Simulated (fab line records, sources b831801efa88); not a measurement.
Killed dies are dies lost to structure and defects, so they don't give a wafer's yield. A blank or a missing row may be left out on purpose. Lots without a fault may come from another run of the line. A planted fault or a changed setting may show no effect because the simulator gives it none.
Chamber matching | flow sky130 | SKY_VIA2_CMP_02 on cmp-02: 4 sister chambers
The step polishes SiO2. 16 wafers are shown with their chamber, then 8 later ones without.

WAFERS WITH THEIR CHAMBER
wafer  | chamber | motor_current_A (A)
L379.3 | 2       | 11.8
L379.5 | 3       | 11.9
L379.6 | 2       | 10.9
L382.1 | 2       | 11.0
L382.4 | 1       | 14.1
L382.5 | 3       | 11.0
L383.2 | 0       | 12.9
L383.5 | 1       | 13.9
L383.6 | 0       | 12.7
L386.3 | 1       | 14.0
L386.4 | 3       | 11.7
L386.6 | 3       | 11.6
L392.1 | 0       | 12.1
L392.3 | 3       | 11.5
L392.4 | 1       | 13.9
L396.4 | 3       | 11.6

SIGNATURES (means of the wafers above)
reading         | chamber 0 | chamber 1 | chamber 2 | chamber 3 | scatter within a chamber
motor_current_A | 12.567    | 13.975    | 11.233    | 11.550    | 0.331
Rule: a wafer's distance from a chamber is the root of the sum, over the readings, of the square of ((its reading less the chamber's mean) divided by the reading's scatter). The wafer belongs to the nearest chamber; if the next one is less than 2 further off, it can't be placed. The scatter: the root of (the sum of the squares of (reading less its chamber's mean) over the shown wafers, divided by (wafers less chambers)).

WAFERS WITHOUT THEIR CHAMBER
wafer  | motor_current_A (A)
L396.5 | 12.2
L396.6 | 10.8
L398.3 | 11.7
L398.4 | 14.1
L398.6 | 13.8
L399.1 | 11.6
L399.3 | 14.0
L399.6 | 12.6

WHICH CHAMBER EACH WENT THROUGH
wafer  | from the rows above          | in truth
L396.5 | can't be placed: 0 or 3 or 2 | 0
L396.6 | can't be placed: 2 or 3      | 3
L398.3 | can't be placed: 3 or 2      | 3
L398.4 | 1                            | 1
L398.6 | 1                            | 1
L399.1 | can't be placed: 3 or 2      | 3
L399.3 | 1                            | 1
L399.6 | 0                            | 0
Placed correctly: 4 of 8. Can't be placed from these rows: 4 (the true chamber is among the candidates in 4). Placed wrongly: 0.
